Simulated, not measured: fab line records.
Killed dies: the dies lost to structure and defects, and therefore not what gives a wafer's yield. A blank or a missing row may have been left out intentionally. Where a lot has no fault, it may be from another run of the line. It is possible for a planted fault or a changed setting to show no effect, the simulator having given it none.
Which tool did it? / flow sky130 / Sampling: 24 lots, 72 wafers, 3 of 708 route steps

## WHAT THE GAUGES SHOWED, per wafer
SKY_METAL4_OVL_MEAS_14.
lot=L074; measured=day 41 12:05; on=overlay-01; METAL4_OVL (nm)=-2 -5 -3
lot=L075; measured=day 41 18:41; on=overlay-02; METAL4_OVL (nm)=4 3 7
lot=L076; measured=day 42 02:50; on=overlay-01; METAL4_OVL (nm)=2 2 -7
lot=L077; measured=day 42 10:20; on=overlay-02; METAL4_OVL (nm)=-8 -9 -13
lot=L078; measured=day 42 20:26; on=overlay-02; METAL4_OVL (nm)=5 2 2
lot=L079; measured=day 43 01:41; on=overlay-02; METAL4_OVL (nm)=1 7 8
lot=L080; measured=day 43 09:02; on=overlay-01; METAL4_OVL (nm)=1 8 9
lot=L081; measured=day 43 19:59; on=overlay-01; METAL4_OVL (nm)=3 10 4
lot=L082; measured=day 44 12:26; on=overlay-01; METAL4_OVL (nm)=12 7 3
lot=L085; measured=day 45 00:53; on=overlay-01; METAL4_OVL (nm)=-6 -3 -5
lot=L084; measured=day 45 01:44; on=overlay-01; METAL4_OVL (nm)=-1 -12 -6
lot=L083; measured=day 45 03:17; on=overlay-01; METAL4_OVL (nm)=-5 -10 -11
lot=L086; measured=day 45 10:45; on=overlay-01; METAL4_OVL (nm)=-2 -4 -5
lot=L087; measured=day 45 11:50; on=overlay-01; METAL4_OVL (nm)=2 3 4
lot=L088; measured=day 45 12:50; on=overlay-02; METAL4_OVL (nm)=-3 -4 2
lot=L089; measured=day 45 22:22; on=overlay-02; METAL4_OVL (nm)=2 3 -2
lot=L090; measured=day 46 03:44; on=overlay-01; METAL4_OVL (nm)=0 -1 -3
lot=L091; measured=day 46 06:08; on=overlay-01; METAL4_OVL (nm)=0 -1 -9
lot=L092; measured=day 46 20:53; on=overlay-01; METAL4_OVL (nm)=-3 3 3
lot=L093; measured=day 46 22:14; on=overlay-02; METAL4_OVL (nm)=3 -1 10
lot=L094; measured=day 46 23:11; on=overlay-02; METAL4_OVL (nm)=-4 -7 -7
lot=L095; measured=day 47 04:50; on=overlay-01; METAL4_OVL (nm)=0 1 -1
lot=L096; measured=day 47 13:17; on=overlay-02; METAL4_OVL (nm)=-3 -2 -5
lot=L097; measured=day 47 19:20; on=overlay-01; METAL4_OVL (nm)=-4 2 -1

## TOOL THAT RAN EACH LOT (tool first, then ch and the chambers of the sampled wafers, then the start)
lot=L074; SKY_METAL3_SPUTTER_02=pvd_sputter-02, day 36 03:26; SKY_VIA3_CMP_24=cmp-02 ch 1,2, day 39 11:17
lot=L075; SKY_METAL3_SPUTTER_02=pvd_sputter-03, day 36 07:44; SKY_VIA3_CMP_24=cmp-02 ch 0,1,2, day 39 17:05
lot=L076; SKY_METAL3_SPUTTER_02=pvd_sputter-02, day 36 18:35; SKY_VIA3_CMP_24=cmp-01 ch 1,2,3, day 40 01:40
lot=L077; SKY_METAL3_SPUTTER_02=pvd_sputter-02, day 37 03:10; SKY_VIA3_CMP_24=cmp-01 ch 0,1,2, day 40 09:33
lot=L078; SKY_METAL3_SPUTTER_02=pvd_sputter-04, day 37 13:26; SKY_VIA3_CMP_24=cmp-01 ch 1,2,3, day 40 19:24
lot=L079; SKY_METAL3_SPUTTER_02=pvd_sputter-02, day 37 19:11; SKY_VIA3_CMP_24=cmp-01 ch 0,1,2, day 41 01:29
lot=L080; SKY_METAL3_SPUTTER_02=pvd_sputter-02, day 38 04:32; SKY_VIA3_CMP_24=cmp-02 ch 0,2,3, day 41 08:50
lot=L081; SKY_METAL3_SPUTTER_02=pvd_sputter-02, day 38 15:19; SKY_VIA3_CMP_24=cmp-01 ch 1,2,3, day 41 20:13
lot=L082; SKY_METAL3_SPUTTER_02=pvd_sputter-02, day 39 11:53; SKY_VIA3_CMP_24=cmp-01 ch 0,2,3, day 42 14:19
lot=L085; SKY_METAL3_SPUTTER_02=pvd_sputter-02, day 39 23:54; SKY_VIA3_CMP_24=cmp-02 ch 0,1,2, day 43 02:50
lot=L084; SKY_METAL3_SPUTTER_02=pvd_sputter-02, day 40 01:35; SKY_VIA3_CMP_24=cmp-02 ch 0,3, day 43 04:05
lot=L083; SKY_METAL3_SPUTTER_02=pvd_sputter-04, day 40 03:36; SKY_VIA3_CMP_24=cmp-01 ch 1,2,3, day 43 05:55
lot=L086; SKY_METAL3_SPUTTER_02=pvd_sputter-04, day 40 09:38; SKY_VIA3_CMP_24=cmp-01 ch 1,2,3, day 43 13:27
lot=L087; SKY_METAL3_SPUTTER_02=pvd_sputter-03, day 40 11:11; SKY_VIA3_CMP_24=cmp-02 ch 0,1,2, day 43 13:35
lot=L088; SKY_METAL3_SPUTTER_02=pvd_sputter-04, day 40 15:35; SKY_VIA3_CMP_24=cmp-01 ch 0,2, day 43 17:02
lot=L089; SKY_METAL3_SPUTTER_02=pvd_sputter-03, day 41 01:29; SKY_VIA3_CMP_24=cmp-01 ch 0,2,3, day 44 02:35
lot=L090; SKY_METAL3_SPUTTER_02=pvd_sputter-03, day 41 08:10; SKY_VIA3_CMP_24=cmp-01 ch 1,2, day 44 08:20
lot=L091; SKY_METAL3_SPUTTER_02=pvd_sputter-02, day 41 10:20; SKY_VIA3_CMP_24=cmp-01 ch 1,2,3, day 44 10:10
lot=L092; SKY_METAL3_SPUTTER_02=pvd_sputter-04, day 42 03:56; SKY_VIA3_CMP_24=cmp-01 ch 0,1,2, day 45 02:44
lot=L093; SKY_METAL3_SPUTTER_02=pvd_sputter-02, day 42 04:59; SKY_VIA3_CMP_24=cmp-02 ch 0,2,3, day 45 04:06
lot=L094; SKY_METAL3_SPUTTER_02=pvd_sputter-02, day 42 05:55; SKY_VIA3_CMP_24=cmp-02 ch 0,2, day 45 04:56
lot=L095; SKY_METAL3_SPUTTER_02=pvd_sputter-03, day 42 13:07; SKY_VIA3_CMP_24=cmp-01 ch 0,1, day 45 11:46
lot=L096; SKY_METAL3_SPUTTER_02=pvd_sputter-03, day 42 20:32; SKY_VIA3_CMP_24=cmp-01 ch 1,3, day 45 19:33
lot=L097; SKY_METAL3_SPUTTER_02=pvd_sputter-03, day 43 05:06; SKY_VIA3_CMP_24=cmp-01 ch 0,1,3, day 46 01:23
- SKY_METAL3_SPUTTER_02: material AlCu, target thk 735 nm, time 39.1 s.
- SKY_VIA3_CMP_24: polishes, stops on SiO2, t overpolish 20 s, target thk 0 nm.

## WHAT THE TOOLS THEMSELVES READ (means of the sampled wafers that have a number; where no wafer has one, the mark that the record gives instead)
SKY_METAL3_SPUTTER_02.
lot=L074; tool=pvd_sputter-02; throttle_valve_pct (%)=30.3
lot=L075; tool=pvd_sputter-03; throttle_valve_pct (%)=30.4
lot=L076; tool=pvd_sputter-02; throttle_valve_pct (%)=30.2
lot=L077; tool=pvd_sputter-02; throttle_valve_pct (%)=30.5
lot=L078; tool=pvd_sputter-04; throttle_valve_pct (%)=30.2
lot=L079; tool=pvd_sputter-02; throttle_valve_pct (%)=30.7
lot=L080; tool=pvd_sputter-02; throttle_valve_pct (%)=31.1
lot=L081; tool=pvd_sputter-02; throttle_valve_pct (%)=30.8
lot=L082; tool=pvd_sputter-02; throttle_valve_pct (%)=30.8
lot=L085; tool=pvd_sputter-02; throttle_valve_pct (%)=30.8
lot=L084; tool=pvd_sputter-02; throttle_valve_pct (%)=30.4
lot=L083; tool=pvd_sputter-04; throttle_valve_pct (%)=29.9
lot=L086; tool=pvd_sputter-04; throttle_valve_pct (%)=29.6
lot=L087; tool=pvd_sputter-03; throttle_valve_pct (%)=30.4
lot=L088; tool=pvd_sputter-04; throttle_valve_pct (%)=29.8
lot=L089; tool=pvd_sputter-03; throttle_valve_pct (%)=30.5
lot=L090; tool=pvd_sputter-03; throttle_valve_pct (%)=30.3
lot=L091; tool=pvd_sputter-02; throttle_valve_pct (%)=30.3
lot=L092; tool=pvd_sputter-04; throttle_valve_pct (%)=29.1
lot=L093; tool=pvd_sputter-02; throttle_valve_pct (%)=30.4
lot=L094; tool=pvd_sputter-02; throttle_valve_pct (%)=30.1
lot=L095; tool=pvd_sputter-03; throttle_valve_pct (%)=29.8
lot=L096; tool=pvd_sputter-03; throttle_valve_pct (%)=30.8
lot=L097; tool=pvd_sputter-03; throttle_valve_pct (%)=31.0

SKY_VIA3_CMP_24.
lot=L074; tool=cmp-02; motor_current_A (A)=11.5; overpolish_run_s (s)=19.992; time_to_endpoint_s (s)=90
lot=L075; tool=cmp-02; motor_current_A (A)=12.7; overpolish_run_s (s)=19.999; time_to_endpoint_s (s)=92
lot=L076; tool=cmp-01; motor_current_A (A)=10.8; overpolish_run_s (s)=20.007; time_to_endpoint_s (s)=96
lot=L077; tool=cmp-01; motor_current_A (A)=10.7; overpolish_run_s (s)=19.994; time_to_endpoint_s (s)=91
lot=L078; tool=cmp-01; motor_current_A (A)=10.3; overpolish_run_s (s)=20.000; time_to_endpoint_s (s)=94
lot=L079; tool=cmp-01; motor_current_A (A)=10.3; overpolish_run_s (s)=20.000; time_to_endpoint_s (s)=90
lot=L080; tool=cmp-02; motor_current_A (A)=11.2; overpolish_run_s (s)=20.000; time_to_endpoint_s (s)=85
lot=L081; tool=cmp-01; motor_current_A (A)=10.3; overpolish_run_s (s)=19.993; time_to_endpoint_s (s)=89
lot=L082; tool=cmp-01; motor_current_A (A)=11.0; overpolish_run_s (s)=20.003; time_to_endpoint_s (s)=89
lot=L085; tool=cmp-02; motor_current_A (A)=12.9; overpolish_run_s (s)=20.005; time_to_endpoint_s (s)=91
lot=L084; tool=cmp-02; motor_current_A (A)=11.0; overpolish_run_s (s)=19.997; time_to_endpoint_s (s)=95
lot=L083; tool=cmp-01; motor_current_A (A)=10.2; overpolish_run_s (s)=19.997; time_to_endpoint_s (s)=95
lot=L086; tool=cmp-01; motor_current_A (A)=10.5; overpolish_run_s (s)=19.998; time_to_endpoint_s (s)=94
lot=L087; tool=cmp-02; motor_current_A (A)=12.7; overpolish_run_s (s)=19.998; time_to_endpoint_s (s)=99
lot=L088; tool=cmp-01; motor_current_A (A)=11.0; overpolish_run_s (s)=19.993; time_to_endpoint_s (s)=89
lot=L089; tool=cmp-01; motor_current_A (A)=11.0; overpolish_run_s (s)=20.005; time_to_endpoint_s (s)=87
lot=L090; tool=cmp-01; motor_current_A (A)=10.2; overpolish_run_s (s)=20.001; time_to_endpoint_s (s)=95
lot=L091; tool=cmp-01; motor_current_A (A)=10.6; overpolish_run_s (s)=20.003; time_to_endpoint_s (s)=94
lot=L092; tool=cmp-01; motor_current_A (A)=10.6; overpolish_run_s (s)=19.993; time_to_endpoint_s (s)=92
lot=L093; tool=cmp-02; motor_current_A (A)=11.2; overpolish_run_s (s)=19.998; time_to_endpoint_s (s)=95
lot=L094; tool=cmp-02; motor_current_A (A)=11.3; overpolish_run_s (s)=20.000; time_to_endpoint_s (s)=94
lot=L095; tool=cmp-01; motor_current_A (A)=10.7; overpolish_run_s (s)=19.999; time_to_endpoint_s (s)=92
lot=L096; tool=cmp-01; motor_current_A (A)=9.8; overpolish_run_s (s)=20.000; time_to_endpoint_s (s)=91
lot=L097; tool=cmp-01; motor_current_A (A)=10.3; overpolish_run_s (s)=19.999; time_to_endpoint_s (s)=94

## THE ANSWER, worked out from the rows above alone
Rule: what is usual is taken from the lots themselves. Put in order of their means at a reading, lots are off if they are a third of the lots or fewer, leave a main group of 4 or more, and stand apart from it by a gap of 3 or more times the standard deviation of the main group's means; of several such gaps the widest counts. A main group is skipped when, at the precision printed for the reading in the tables above, its means are all equal. Also off: a lot with no number at a reading for which 4 or more lots have one. Where the step has rows for the other lots, those lots are counted as sound. The gauges are gone through in route order, then the tools' own readings, and for those a lot's mean is taken as printed above. At the first step where some lot is off, the reading lying furthest off is the one used; lots without a number count as furthest.
No lot is off at any reading shown: from this, nothing can be told.

## WHAT THE SIMULATOR HAD PUT IN
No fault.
